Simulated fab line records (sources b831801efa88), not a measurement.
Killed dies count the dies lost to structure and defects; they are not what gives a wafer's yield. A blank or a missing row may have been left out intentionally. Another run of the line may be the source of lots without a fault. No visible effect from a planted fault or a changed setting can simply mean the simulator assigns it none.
Struck lot and sound lot, side by side ; flow sky130 ; 15 out of 708 route steps
Sound: the wafers L743.1, L743.3, L743.4. Wafers struck: L740.2, L740.4, L740.5. The cause comes at the end.
Per side, at each step with rows, come the tool, then ch with its chambers, and then its first start. Under that, the readings that differ: sound wafers ; struck wafers ; difference of the means ; sigmas: that difference in standard deviations of wafers without a fault.
alike: readings whose means differ by less than 2 such deviations, and words and numbers that are the same on both sides. not compared: withheld readings, readings that some wafer has no value for, bounds like >300 that may hide the same value, and numbers for which the record gives no deviation and whose values overlap.
Wherever a step has rows on one side only, a row that says differs or no value, or a row with sigmas, the two part there. Numbers that have no deviation but don't overlap get no sigmas and don't part them. Lack of a reading on every wafer of one side parts them only where that side has two or more wafers.

first, 7 steps without rows for these wafers: SKY_POLY_GATE_HMDS_06 (prime time 60 s); SKY_POLY_GATE_COAT_07 (resist thk 110 nm); SKY_POLY_GATE_COAT_08 (resist thk 450 nm); SKY_POLY_GATE_SOFTBAKE_09 (time 90 s); SKY_POLY_GATE_EXPOSE_10 (exposes mask P1M, target cd 150 nm); SKY_POLY_GATE_PEB_11; SKY_POLY_GATE_DEVELOP_12 (develop time 60 s).
SKY_POLY_GATE_CD_MEAS_13: the cd target is 150 nm.
  sound on cd_sem-01, day 23 18:05; struck on cd_sem-02, day 22 17:02
  alike: cd_nm
SKY_POLY_GATE_OVL_MEAS_14:
  sound on overlay-02, day 23 18:12; struck on overlay-01, day 22 17:08
  alike: POLY_GATE_OVL
SKY_POLY_GATE_ETCH_15: etches BARC in N2/H2, stops on SiO2, time 118.5 s, target depth 110 nm.
  sound on rie_diel-03 ch 0,1,2, day 23 18:14; struck on rie_diel-01 ch 1,2, day 22 17:10
  alike: drypump_motor_current_A, oes_product_au, throttle_valve_pct
  not compared: rf_hours_counter_h
SKY_POLY_GATE_ETCH_16: etches Si3N4 in CH3F/O2, stops on poly-Si, time 147.5 s, target depth 75 nm.
  sound on rie_diel-03 ch 0,1,2, day 23 18:19; struck on rie_diel-01 ch 1,2, day 22 17:15
  alike: drypump_motor_current_A, oes_product_au, throttle_valve_pct
  not compared: rf_hours_counter_h
SKY_POLY_GATE_ETCH_17: etches poly-Si in HBr/Cl2, stops on SiO2, target depth 180 nm, time 70.5 s.
  sound on rie_si-02 ch 0,1,2, day 23 18:25; struck on rie_si-02 ch 0,1, day 22 17:21
  alike: drypump_motor_current_A, oes_product_au, throttle_valve_pct
  not compared: rf_hours_counter_h
SKY_POLY_GATE_STRIP_18: strips in O2/N2.
  sound on plasma_asher-03 ch 0,1, day 23 18:28; struck on plasma_asher-02 ch 0,1, day 22 17:25
  no value came back on the struck wafers for chamber_pressure_mTorr (mTorr), drypump_motor_current_A (A), oes_product_au (a.u.), strip_time_to_endpoint_s (s); on the sound wafers chamber_pressure_mTorr (mTorr) reads 1498.6 1500.5 1500.0
reading;sound;struck;difference;sigmas
model.KrF-thick_of_POLY_GATE_COAT_08.thk_nm (nm);0 0 0;141.9 143.6 140.2;+141.9;
model.BARC_of_POLY_GATE_COAT_07.thk_nm (nm);0 0 0;110.8 110.3 110.7;+110.6;
  not compared: rf_hours_counter_h
then, 1 step without rows for these wafers: SKY_POLY_GATE_CLEAN_19 (cleans in SC1/SC2, time 150 s).
-- record jumps: 27 days separate the struck wafers' starts on either side; left off in module POLY_GATE, taken up again in module PAD_OPEN, whose first shown step is the route's number 708 --
SKY_PAD_OPEN_PROBE_99:
  sound on prober-02, day 50 11:56; struck on prober-02, day 49 20:37
reading;sound;struck;difference;sigmas
killed_at_front_end;15 12 14;415 413 419;+402;+89
killed_dies;87 87 86;492 492 492;+405;+46
killed_on_rim;17 18 20;96 96 96;+78;+19
  alike: killed_at_M0_to_M3, killed_at_M4_up, killed_at_contacts, killed_at_other, killed_open, killed_short

## WHERE THEY PART
Earliest at SKY_POLY_GATE_STRIP_18; latest, in this record, at SKY_PAD_OPEN_PROBE_99.

WHY: what had been put in by the simulator
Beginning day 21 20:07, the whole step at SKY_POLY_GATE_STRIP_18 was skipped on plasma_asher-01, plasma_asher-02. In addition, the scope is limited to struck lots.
